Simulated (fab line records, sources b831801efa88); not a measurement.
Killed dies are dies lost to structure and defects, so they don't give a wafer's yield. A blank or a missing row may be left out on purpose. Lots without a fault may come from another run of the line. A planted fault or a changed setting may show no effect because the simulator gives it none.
fab line records | flow sky130
record lots=11 wafers=33 last_day=50
route steps=708 shown POLY_GATE@236 LDD_P@265 LDD_HVP@282 POLY_CUT@319 PAD_OPEN@708
lots that met no fault: from a run of the same line without faults
start_h: hours from the record's first day to the start of the lot's first wafer shown | wait_h: hours since the lot's step before | " the same as in the row above | L1.1+2: a row that stands for several wafers | - no value, or no start given | * or withheld: withheld | < > ~ a bound
route shown NAME@n: a module of which the file shows steps, and the number in the route of the first | usual: mean/standard deviation of fault-free wafers | same: alike in all rows | chamber/n: place in a boat | sites: the reading at each site | _std_site: their standard deviation | _edge_site: outer sites' mean less inner sites' | radius_mm: how far each site lies from the wafer's centre | mask NAME#n: copy n | behind: the tool/chamber that last shaped the wafer | hold: why the lot was held/for how many hours/how that ended | device: the transistor (n, p or np) that didn't switch | end of line: the same wafers' tests at the end of the route | a step without rows: its recipe alone | killed: dies lost to structure and defects at the first sort, not the wafer's yield | map: a wafer's dies, x killed, . not, _ none there
set.NAME: the setting as run; set.NAME@STEP: as run at that earlier step | model.NAME: the simulator's own value behind a step, which no gauge read
steps of the route over a sample of lots; a table a step, a row a wafer
services: from which hour (start_h, from the record's first day; less than 0 if before it) a tool's chamber was out of use, for how many hours, and why
## steps
# step SKY_POLY_GATE_CD_MEAS_22
# usual cd_nm=150/3.2
# columns lot.wafer tool chamber start_h wait_h cd_nm
L613.1 cd_sem-01 - 384.83 0.1 149
L613.3 " - " " 150
L613.6 " - " " 154
L616.2 cd_sem-01 - 406.16 0.1 146
L616.3 " - " " 144
L616.4 " - " " 148
L617.1 cd_sem-02 - 414.83 0.1 151
L617.2 " - " " 155
L617.4 " - " " 155
L619.2 cd_sem-01 - 439.24 0.1 151
L619.3 " - " " 145
L619.6 " - " " 150
L620.2 cd_sem-02 - 446.53 0.1 150
L620.5 " - " " 150
L620.6 " - " " 153
L622.1 cd_sem-01 - 460.82 0.1 153
L622.3 " - " " 153
L622.5 " - " " 153
L630.1 cd_sem-01 - 535.06 0.1 151
L630.4 " - " " 147
L630.6 " - " " 148
L631.1 cd_sem-01 - 539.90 0.1 152
L631.3 " - " " 156
L631.6 " - " " 155
L632.2 cd_sem-01 - 568.64 0.1 149
L632.3 " - " " 149
L632.5 " - " " 146
L635.2 cd_sem-01 - 585.19 0.1 152
L635.3 " - " " 145
L635.5 " - " " 150
L634.1 cd_sem-02 - 586.76 0.1 147
L634.2 " - " " 153
L634.6 " - " " 151
# step SKY_LDD_P_STRIP_10
# recipe chemistry=O2/N2 power_w=1400 pressure_mtorr=1500 platen_temp_c=withheld o2_flow_sccm=3000 n2_flow_sccm=300 overash_fraction=0.5
# usual drypump_motor_current_A=5.79/0.25 oes_product_au=0.715/0.0047 strip_time_to_endpoint_s=14.15/0.032
# columns lot.wafer tool chamber start_h wait_h drypump_motor_current_A oes_product_au rf_hours_counter_h strip_time_to_endpoint_s
L613.1 plasma_asher-03 0 446.31 0.1 6.08 0.720 2 14.14
L613.3 " 1 " " 5.68 0.707 - 14.14
L613.6 " 1 " " 5.69 0.714 - 14.11
L616.2 plasma_asher-02 1 467.08 0.1 5.45 0.719 64 14.15
L616.3 " 1 " " 5.46 0.719 - 14.15
L616.4 " 0 " " 6.13 0.718 - 14.14
L617.1 plasma_asher-04 1 478.32 0.1 5.98 0.720 76 14.12
L617.2 " 0 " " 5.47 0.719 76 14.12
L617.4 " 1 " " 5.98 0.712 - 14.12
L619.2 plasma_asher-03 1 502.71 0.1 5.74 0.713 8 14.16
L619.3 " 1 " " 5.74 0.714 - 14.13
L619.6 " 1 " " 5.71 0.712 - 14.13
L620.2 plasma_asher-02 0 510.27 0.1 6.11 0.717 68 14.12
L620.5 " 0 " " 6.12 0.720 - 14.16
L620.6 " 1 " " 5.44 0.719 - 14.16
L622.1 plasma_asher-03 1 523.56 0.1 5.72 0.707 10 14.19
L622.3 " 0 " " 6.08 0.716 - 14.14
L622.5 " 0 " " 6.07 0.706 - 14.18
L630.1 plasma_asher-02 1 596.37 0.1 5.47 0.715 76 14.13
L630.4 " 1 " " 5.48 0.715 - 14.13
L630.6 " 1 " " 5.47 0.717 - 14.14
L631.1 plasma_asher-04 0 600.66 0.1 5.47 0.720 89 14.17
L631.3 " 1 " " 5.97 0.715 - 14.16
L631.6 " 1 " " 5.97 0.717 - 14.14
L632.2 plasma_asher-03 1 628.73 0.1 5.72 0.722 20 14.16
L632.3 " 1 " " 5.68 0.722 - 14.10
L632.5 " 0 " " 6.06 0.710 - 14.15
L635.2 plasma_asher-04 1 644.63 0.1 5.97 0.714 93 14.22
L635.3 " 1 " " 5.98 0.717 - 14.17
L635.5 " 0 " " 5.51 0.711 - 14.20
L634.1 plasma_asher-04 0 646.08 0.1 5.51 0.726 93 14.18
L634.2 " 1 " " 5.94 0.709 93 14.19
L634.6 " 1 " " 5.95 0.706 - 14.17
# step SKY_LDD_HVP_EXPOSE_04
# recipe mask_id=HVPTM na=0.6 source_shape=conventional sigma_outer=0.6 polarization=unpolarized target_cd_nm=700 dose_mj=86
# usual exposure_dose_mJ_cm2=85.98/0.096
# columns lot.wafer tool chamber start_h wait_h mask exposure_dose_mJ_cm2
L613.1 iline_stepper-01 0 493.15 - HVPTM#0 86.06
L613.3 " 0 " " HVPTM#0 86.03
L613.6 " 0 " " HVPTM#0 86.11
L616.2 iline_stepper-02 0 513.32 - HVPTM#0 86.00
L616.3 " 0 " " HVPTM#0 85.92
L616.4 " 0 " " HVPTM#0 86.04
L617.1 iline_stepper-02 0 524.27 - HVPTM#0 85.87
L617.2 " 0 " " HVPTM#0 85.98
L617.4 " 0 " " HVPTM#0 85.90
L619.2 iline_stepper-02 0 549.01 - HVPTM#0 86.14
L619.3 " 0 " " HVPTM#0 85.73
L619.6 " 0 " " HVPTM#0 86.00
L620.2 iline_stepper-01 0 555.30 - HVNTM#0 86.02
L620.5 " 0 " " HVNTM#0 86.02
L620.6 " 0 " " HVNTM#0 85.98
L622.1 iline_stepper-02 0 568.24 - HVPTM#0 85.99
L622.3 " 0 " " HVPTM#0 86.01
L622.5 " 0 " " HVPTM#0 85.89
L630.1 iline_stepper-01 0 640.20 - HVPTM#0 85.97
L630.4 " 0 " " HVPTM#0 85.97
L630.6 " 0 " " HVPTM#0 85.94
L631.1 iline_stepper-01 0 643.65 - HVPTM#0 86.03
L631.3 " 0 " " HVPTM#0 85.85
L631.6 " 0 " " HVPTM#0 86.00
L632.2 iline_stepper-01 0 671.88 - HVPTM#0 85.94
L632.3 " 0 " " HVPTM#0 86.07
L632.5 " 0 " " HVPTM#0 85.96
L635.2 iline_stepper-02 0 687.20 - HVPTM#0 86.15
L635.3 " 0 " " HVPTM#0 86.17
L635.5 " 0 " " HVPTM#0 86.02
L634.1 iline_stepper-02 0 689.56 - HVPTM#0 85.92
L634.2 " 0 " " HVPTM#0 86.11
L634.6 " 0 " " HVPTM#0 85.79
# step SKY_LDD_HVP_OVL_MEAS_07
# usual LDD_HVP_OVL=-0.3/1.2
# columns lot.wafer tool chamber start_h wait_h LDD_HVP_OVL[nm]
L613.1 overlay-01 - 508.71 0.1 -0.9
L613.3 " - " " -1.6
L613.6 " - " " -1.7
L616.2 overlay-01 - 528.41 0.1 -1.6
L616.3 " - " " -2.2
L616.4 " - " " -1.1
L617.1 overlay-01 - 539.55 0.1 -1.4
L617.2 " - " " 0.3
L617.4 " - " " -1.3
L619.2 overlay-02 - 563.36 0.1 -0.9
L619.3 " - " " -2.0
L619.6 " - " " -0.3
L620.2 overlay-01 - 570.62 0.1 -
L620.5 " - " " -
L620.6 " - " " -
L622.1 overlay-01 - 582.85 0.1 -0.1
L622.3 " - " " 2.6
L622.5 " - " " 1.3
L630.1 overlay-01 - 653.90 0.1 -0.1
L630.4 " - " " 1.3
L630.6 " - " " -0.4
L631.1 overlay-01 - 657.65 0.1 -1.2
L631.3 " - " " -1.4
L631.6 " - " " -1.0
L632.2 overlay-02 - 685.21 0.1 1.0
L632.3 " - " " -0.8
L632.5 " - " " -1.2
L635.2 overlay-02 - 701.36 0.1 0.0
L635.3 " - " " 0.1
L635.5 " - " " -0.4
L634.1 overlay-02 - 703.41 0.1 0.9
L634.2 " - " " 2.5
L634.6 " - " " -0.2
# step SKY_LDD_HVP_TW_MEAS_10
# usual LDD_HVP_TW=460/4.5
# columns lot.wafer tool chamber start_h wait_h hold LDD_HVP_TW
L613.1 film_metro-02 - 509.00 0.1 - 459
L613.3 " - " " - 463
L613.6 " - " " - 463
L616.2 film_metro-01 - 528.70 0.1 - 464
L616.3 " - " " - 465
L616.4 " - " " - 465
L617.1 film_metro-03 - 539.84 0.1 - 456
L617.2 " - " " - 454
L617.4 " - " " - 453
L619.2 film_metro-02 - 563.65 0.1 - 462
L619.3 " - " " - 461
L619.6 " - " " - 464
L620.2 film_metro-02 - 570.91 0.1 await_dispo/0.2h/release 30
L620.5 " - " " await_dispo/0.2h/release 30
L620.6 " - " " await_dispo/0.2h/release 30
L620.2 film_metro-02 - 571.13 0.2 - 30
L620.5 " - " " - 30
L620.6 " - " " - 30
L622.1 film_metro-02 - 583.14 0.1 - 462
L622.3 " - " " - 460
L622.5 " - " " - 460
L630.1 film_metro-01 - 654.19 0.1 - 467
L630.4 " - " " - 467
L630.6 " - " " - 466
L631.1 film_metro-03 - 657.94 0.1 - 453
L631.3 " - " " - 452
L631.6 " - " " - 452
L632.2 film_metro-01 - 685.50 0.1 - 467
L632.3 " - " " - 466
L632.5 " - " " - 463
L635.2 film_metro-02 - 701.65 0.1 - 456
L635.3 " - " " - 457
L635.5 " - " " - 457
L634.1 film_metro-01 - 703.69 0.1 - 462
L634.2 " - " " - 465
L634.6 " - " " - 463
# step SKY_POLY_CUT_STRIP_12
# recipe chemistry=O2/N2 power_w=1400 pressure_mtorr=1500 platen_temp_c=withheld o2_flow_sccm=3000 n2_flow_sccm=300 overash_fraction=0.5
# usual drypump_motor_current_A=5.80/0.24 oes_product_au=0.453/0.0047 strip_time_to_endpoint_s=5.350/0.02
# columns lot.wafer tool chamber start_h wait_h drypump_motor_current_A oes_product_au rf_hours_counter_h strip_time_to_endpoint_s
L613.1 plasma_asher-04 0 571.72 0.0 5.49 0.448 86 5.339
L613.3 " 0 " " 5.45 0.450 - 5.339
L613.6 " 0 " " 5.50 0.454 - 5.330
L616.2 plasma_asher-03 1 590.30 0.0 5.70 0.450 17 5.351
L616.3 " 1 " " 5.71 0.455 - 5.355
L616.4 " 0 " " 6.07 0.451 - 5.348
L617.1 plasma_asher-04 1 602.77 0.0 5.96 0.444 89 5.312
L617.2 " 0 " " 5.52 0.457 89 5.332
L617.4 " 0 " " 5.50 0.446 - 5.321
L619.2 plasma_asher-03 0 624.89 0.0 6.04 0.458 20 5.355
L619.3 " 0 " " 6.05 0.455 - 5.341
L619.6 " 1 " " 5.71 0.453 - 5.352
L622.1 plasma_asher-04 0 643.67 0.0 5.51 0.456 93 5.336
L622.3 " 0 " " 5.48 0.452 - 5.343
L622.5 " 0 " " 5.47 0.452 - 5.356
L630.1 plasma_asher-03 0 712.92 0.0 6.09 0.455 30 5.388
L630.4 " 0 " " 6.08 0.457 - 5.380
L630.6 " 0 " " 6.07 0.455 - 5.376
L631.1 plasma_asher-04 1 715.84 0.0 5.95 0.458 101 5.386
L631.3 " 0 " " 5.50 0.458 - 5.369
L631.6 " 1 " " 5.96 0.457 - 5.384
L632.2 plasma_asher-02 1 744.24 0.0 5.50 0.459 88 5.321
L632.3 " 0 " " 6.14 0.456 - 5.342
L632.5 " 1 " " 5.49 0.467 - 5.331
L635.2 plasma_asher-02 1 758.79 0.0 5.46 0.454 90 5.358
L635.3 " 0 " " 6.12 0.447 - 5.313
L635.5 " 1 " " 5.45 0.460 - 5.338
L634.1 plasma_asher-02 1 762.44 0.0 5.47 0.447 90 5.340
L634.2 " 0 " " 6.11 0.457 90 5.332
L634.6 " 1 " " 5.49 0.450 - 5.323
# step SKY_PAD_OPEN_PROBE_99
# usual defect_limited_yield=82.8/2.1 killed_at_M0_to_M3=42/6.6 killed_at_M4_up=3.1/1.9 killed_at_contacts=24/5.6 killed_at_front_end=15/4.8 killed_at_other=0.3/0.48 killed_dies=84/10 killed_open=47/6.8 killed_short=37/6.8 sort_bin_3_pad_short=0.9/0.48 sort_bin_5_function=10.1/1.4 sort_bin_6_memory=6.2/1.2 sort_n_pass=408/10 sort_yield_pct=82.8/2.1
# same gross_dies=492 killed_at_back_side=0 sort_bin_4_leakage[%]=0 sort_bin_8_speed[%]=0
# columns lot.wafer tool chamber start_h wait_h defect_limited_yield[%] killed_at_M0_to_M3 killed_at_M4_up killed_at_contacts killed_at_front_end killed_at_other killed_dies killed_open killed_short sort_bin_3_pad_short[%] sort_bin_5_function[%] sort_bin_6_memory[%] sort_n_pass sort_yield_pct[%]
L613.1 prober-02 - 1083.00 0.1 83.3 37 5 27 11 2 82 46 36 0.8 8.9 6.9 410 83.3
L613.3 prober-02 - 1083.10 0.2 82.5 45 4 25 12 0 86 46 40 0.6 10.4 6.5 406 82.5
L613.6 prober-02 - 1083.25 0.2 81.7 48 3 21 18 0 90 52 38 1.0 11.4 5.9 402 81.7
L616.2 prober-01 - 1097.68 0.1 80.5 44 4 27 21 0 96 56 40 0.4 11.6 7.5 396 80.5
L616.3 prober-01 - 1097.73 0.2 81.7 44 3 24 19 0 90 61 29 0.8 10.6 6.9 402 81.7
L616.4 prober-01 - 1097.78 0.2 81.3 42 4 24 22 0 92 55 37 0.4 10.6 7.7 400 81.3
L617.1 prober-02 - 1106.63 0.1 82.1 47 3 18 20 0 88 52 36 1.0 10.4 6.5 404 82.1
L617.2 prober-02 - 1106.68 0.1 86.4 25 3 28 11 0 67 47 20 0 8.3 5.3 425 86.4
L617.4 prober-02 - 1106.78 0.2 82.5 40 3 25 18 0 86 44 42 1.0 9.3 7.1 406 82.5
L622.1 prober-01 - 1137.80 0.1 83.3 49 3 20 10 0 82 52 30 0.2 8.1 8.3 410 83.3
L622.3 prober-01 - 1137.90 0.2 83.1 37 3 31 12 0 83 43 40 1.4 7.7 7.7 409 83.1
L622.5 prober-01 - 1138.00 0.2 85.2 31 8 19 15 0 73 44 29 0.4 10.0 4.5 419 85.2
L632.2 prober-01 - 1197.82 0.1 82.9 36 1 30 16 1 84 45 39 0.4 10.2 6.5 408 82.9
L632.3 prober-01 - 1197.87 0.2 83.7 47 3 25 5 0 80 46 34 0.2 9.1 6.9 412 83.7
L632.5 prober-01 - 1197.97 0.2 85.4 42 2 19 8 1 72 39 33 0.2 9.6 4.9 420 85.4
# killed by level:class
L613.1 CONTACT:geometric_particle:open=13 VIA1:geometric_particle:open=7 VIA2:geometric_particle:open=6 LI_CONTACT:geometric_particle:open=5 LOCAL_INTERCONNECT:geometric_particle:short=5 METAL1:geometric_particle:short=5 VIA1:geometric_particle:short=5 VIA3:geometric_particle:open=5
L613.3 CONTACT:geometric_particle:open=9 VIA1:geometric_particle:open=9 LI_CONTACT:geometric_particle:open=6 VIA3:geometric_particle:open=6 VIA1:geometric_particle:short=5 METAL2:geometric_particle:short=5 VIA2:geometric_particle:open=5 METAL3:geometric_particle:short=5
L613.6 VIA1:geometric_particle:open=11 CONTACT:geometric_particle:open=9 VIA2:geometric_particle:open=8 FIELD_ISO:geometric_particle:short=6 METAL1:geometric_particle:short=6 FIELD_ISO:geometric_particle:open=5 LI_CONTACT:geometric_particle:open=5 LOCAL_INTERCONNECT:geometric_particle:short=4
L616.2 CONTACT:geometric_particle:open=12 VIA1:geometric_particle:open=11 VIA3:geometric_particle:open=6 POLY_GATE:geometric_particle:open=6 FIELD_ISO:geometric_particle:short=5 LI_CONTACT:geometric_particle:open=5 LOCAL_INTERCONNECT:geometric_particle:short=5 METAL1:geometric_particle:short=5
L616.3 LI_CONTACT:geometric_particle:open=12 VIA1:geometric_particle:open=9 VIA2:geometric_particle:open=9 POLY_GATE:geometric_particle:short=6 METAL2:geometric_particle:short=6 VIA3:geometric_particle:open=5 POLY_GATE:geometric_particle:open=4 SPACER:geometric_particle:open=4
L616.4 LI_CONTACT:geometric_particle:open=11 VIA1:geometric_particle:open=10 POLY_GATE:geometric_particle:short=7 VIA2:geometric_particle:open=6 VIA3:geometric_particle:open=6 FIELD_ISO:geometric_particle:open=5 POLY_GATE:geometric_particle:open=5 CONTACT:geometric_particle:open=5
L617.1 VIA1:geometric_particle:open=15 POLY_GATE:geometric_particle:open=8 VIA2:geometric_particle:open=6 LI_CONTACT:geometric_particle:open=6 LOCAL_INTERCONNECT:geometric_particle:short=5 VIA1:geometric_particle:short=5 METAL2:geometric_particle:short=5 CONTACT:geometric_particle:open=4
L617.2 CONTACT:geometric_particle:open=11 LI_CONTACT:geometric_particle:open=9 VIA1:geometric_particle:open=8 METAL2:geometric_particle:short=5 VIA3:geometric_particle:open=3 POLY_GATE:geometric_particle:open=3 SPACER:geometric_particle:open=3 METAL2:geometric_particle:open=3
L617.4 CONTACT:geometric_particle:open=8 VIA1:geometric_particle:open=8 FIELD_ISO:geometric_particle:open=6 METAL2:geometric_particle:short=6 VIA2:geometric_particle:open=6 VIA3:geometric_particle:short=6 LOCAL_INTERCONNECT:geometric_particle:short=5 CONTACT:geometric_particle:short=5
L622.1 VIA1:geometric_particle:open=12 VIA3:geometric_particle:open=10 CONTACT:geometric_particle:open=9 METAL2:geometric_particle:short=8 LI_CONTACT:geometric_particle:open=5 CONTACT:geometric_particle:short=5 VIA2:geometric_particle:open=5 FIELD_ISO:geometric_particle:open=3
L622.3 CONTACT:geometric_particle:open=12 METAL1:geometric_particle:short=8 CONTACT:geometric_particle:short=8 VIA1:geometric_particle:open=7 LI_CONTACT:geometric_particle:open=5 VIA1:geometric_particle:short=4 VIA2:geometric_particle:open=4 VIA3:geometric_particle:open=4
L622.5 CONTACT:geometric_particle:open=8 VIA1:geometric_particle:open=8 LI_CONTACT:geometric_particle:open=7 METAL1:geometric_particle:short=6 VIA3:geometric_particle:open=6 FIELD_ISO:geometric_particle:short=5 METAL4:geometric_particle:short=5 FIELD_ISO:geometric_particle:open=4
L632.2 CONTACT:geometric_particle:open=11 FIELD_ISO:geometric_particle:open=7 METAL1:geometric_particle:short=7 LOCAL_INTERCONNECT:geometric_particle:short=6 VIA2:geometric_particle:open=6 LI_CONTACT:geometric_particle:open=5 CONTACT:geometric_particle:short=5 VIA1:geometric_particle:open=5
L632.3 CONTACT:geometric_particle:open=9 VIA1:geometric_particle:short=9 VIA2:geometric_particle:open=8 VIA1:geometric_particle:open=7 VIA3:geometric_particle:open=7 LI_CONTACT:geometric_particle:open=6 METAL2:geometric_particle:short=5 CONTACT:geometric_particle:short=4
L632.5 CONTACT:geometric_particle:open=8 VIA2:geometric_particle:open=8 METAL1:geometric_particle:short=7 VIA1:geometric_particle:open=6 METAL2:geometric_particle:short=4 LOCAL_INTERCONNECT:geometric_particle:short=4 CONTACT:geometric_particle:short=4 VIA1:geometric_particle:short=4
## services
# columns tool chamber start_h hours kind
plasma_asher-03 0 430.25 - clean
plasma_asher-03 1 430.25 - clean
plasma_asher-02 - 441.23 12.9 repair
iline_stepper-02 - 457.86 1.7 pm
plasma_asher-02 - 492.32 2.8 pm
iline_stepper-01 - 560.52 1.7 pm
plasma_asher-02 - 646.47 9.9 repair
plasma_asher-02 - 661.93 15.6 pm
iline_stepper-02 - 676.04 1.7 pm
iline_stepper-01 - 677.04 25.5 repair
iline_stepper-02 - 713.90 9.7 repair
plasma_asher-03 - 715.15 0.7 repair
iline_stepper-02 - 723.62 4.4 pm
iline_stepper-01 - 732.17 2.1 pm
plasma_asher-04 - 733.75 9.0 pm
plasma_asher-04 0 733.75 9.0 vent_cycle
plasma_asher-04 1 733.75 9.0 vent_cycle
iline_stepper-01 - 734.25 - consumable_replace:lamp
plasma_asher-04 0 742.75 - clean
plasma_asher-04 1 742.75 - clean
iline_stepper-02 - 756.70 4.8 repair
plasma_asher-04 - 760.96 0.4 repair
## key
first_sign step=SKY_LDD_HVP_EXPOSE_04 reading=mask direction=changed
effect step=SKY_LDD_HVP_OVL_MEAS_07 reading=LDD_HVP_OVL direction=missing
effect step=SKY_LDD_HVP_TW_MEAS_10 reading=visit direction=added
effect step=SKY_LDD_HVP_TW_MEAS_10 reading=LDD_HVP_TW direction=down sigmas=95 usual=460 struck=30
met_at SKY_LDD_HVP_EXPOSE_04
struck_lots L620
scrapped_behind SKY_LDD_HVP_TW_MEAS_10 L620.2,L620.5,L620.6
not_acting_at SKY_POLY_GATE_CD_MEAS_22,SKY_LDD_P_STRIP_10,SKY_POLY_CUT_STRIP_12
onset_between 493.15 555.30
fault kind=wrong_mask tool=any chamber=- onset_h=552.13 steps=SKY_LDD_HVP_EXPOSE_04 aux_copy=HVNTM#0 scope=struck_lots_only
